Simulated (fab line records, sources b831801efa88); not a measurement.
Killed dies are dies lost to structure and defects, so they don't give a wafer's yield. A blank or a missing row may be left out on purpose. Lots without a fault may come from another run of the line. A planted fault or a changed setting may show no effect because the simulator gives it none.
Split-lot experiment | flow sfq_line | 5 lots, 23 wafers read, on a route of 325 steps

THE SPLIT
At SFQ_TRILAYER_M2_LITHO_EXPOSE_058 (exposes mask M2, target cd 500 nm), the setting dose_mj was moved away from the recipe's 14.4 on 7 of the 23 wafers read, by -4.0% to +6.7%. The other wafers ran this setting at the recipe's value.

FROM THE SPLIT TO THE READING: what the file shows between them, 3 steps
- SFQ_TRILAYER_M2_LITHO_PEB_060: peb time 59.16 s
- SFQ_TRILAYER_M2_LITHO_DEVELOP_059: time 60 s
- SFQ_TRILAYER_M2_BARC_OPEN_METAL_ETCH_077: etches BARC in O2, target depth 125 nm, time 41.7 s

THE READING
M2.cd_nm (the simulator's own value, which no gauge read), in nm, at SFQ_TRILAYER_M2_ETCH_METAL_ETCH_060 (etches Nb in Cl2/Ar, stops on SiO2, target depth 240 nm, time 120 s). The file gives no usual value for it. The 16 wafers here that ran the recipe average 502.7 nm, standard deviation 1.6 nm.

wafer  | tool, chamber at the split | dose_mj as run | against the recipe | M2.cd_nm, nm | against lot-mates on the recipe
L074.1 | krf_scanner-02, 0          | 14.4           | recipe             | 501.5        | -
L074.2 | krf_scanner-02, 0          | 14.4           | recipe             | 501.6        | -
L074.3 | krf_scanner-02, 0          | 14.4           | recipe             | 500.8        | -
L074.4 | krf_scanner-02, 0          | 14.4           | recipe             | 502.3        | -
L074.5 | krf_scanner-02, 0          | 14.4           | recipe             | 501.3        | -
L077.1 | krf_scanner-02, 0          | 14.4           | recipe             | 504.6        | -
L077.3 | krf_scanner-02, 0          | 15.37          | +6.7%              | 489.2        | -14.3
L077.4 | krf_scanner-02, 0          | 15.37          | +6.7%              | 494.1        | -9.4
L077.5 | krf_scanner-02, 0          | 14.4           | recipe             | 505          | -
L077.6 | krf_scanner-02, 0          | 14.4           | recipe             | 500.8        | -
L078.1 | krf_scanner-02, 0          | 14.4           | recipe             | 503.3        | -
L078.2 | krf_scanner-02, 0          | 14.4           | recipe             | 499.3        | -
L078.3 | krf_scanner-02, 0          | 15.2           | +5.6%              | 493.1        | -8.2
L078.5 | krf_scanner-02, 0          | 15.2           | +5.6%              | 494          | -7.3
L078.6 | krf_scanner-02, 0          | 15.2           | +5.6%              | 492.5        | -8.8
L080.2 | krf_scanner-02, 0          | 14.4           | recipe             | 504.6        | -
L080.5 | krf_scanner-02, 0          | 14.4           | recipe             | 503.9        | -
L080.6 | krf_scanner-02, 0          | 14.4           | recipe             | 503.2        | -
L083.1 | krf_scanner-02, 0          | 14.4           | recipe             | 502.7        | -
L083.2 | krf_scanner-02, 0          | 14.4           | recipe             | 504          | -
L083.3 | krf_scanner-02, 0          | 14.4           | recipe             | 503.6        | -
L083.5 | krf_scanner-02, 0          | 13.82          | -4.0%              | 510.2        | +6.8
L083.6 | krf_scanner-02, 0          | 13.82          | -4.0%              | 509.4        | +6.0

THE FIT
A straight line over all 23 wafers: M2.cd_nm changes by -1.69 nm for each +1% of dose_mj; r = -0.95; the points scatter about the line by 1.6 nm.
The same after taking each lot's own level away (the mean of its wafers on the recipe; 23 wafers): -1.6 nm for each +1%; r = -0.96; scatter 1.4 nm.
On that fit, the largest move of dose_mj shifts the reading by 11 nm.
The lots' own levels span 501.30 to 503.90 nm, that is 1.6 times the standard deviation above.
So the lot-to-lot level changes the slope little: the two slopes agree.
Check: with one of the wafers moved furthest among these (+6.7%) left out of the fit, the line predicts -9.83 nm for it against its lot-mates. It came out at -14.3 nm against them.

THE WHOLE CHAIN: every reading that the file lists as answering this split, in the file's order
step                                     | what it does                                                        | reading                                                   | change (the file's fit)              | r (the file's)
SFQ_TRILAYER_M2_BARC_OPEN_METAL_ETCH_077 | etches BARC in O2, target depth 125 nm, time 41.7 s                 | M2.cd_nm (the simulator's own value, which no gauge read) | -1.69 nm for each +1% of the setting | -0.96
SFQ_TRILAYER_M2_ETCH_METAL_ETCH_060      | etches Nb in Cl2/Ar, stops on SiO2, target depth 240 nm, time 120 s | M2.cd_nm (the simulator's own value, which no gauge read) | -1.63 nm for each +1% of the setting | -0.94

THE FILE'S OWN FIT
M2.cd_nm changes by -1.63 nm for each +1% of dose_mj, r = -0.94.
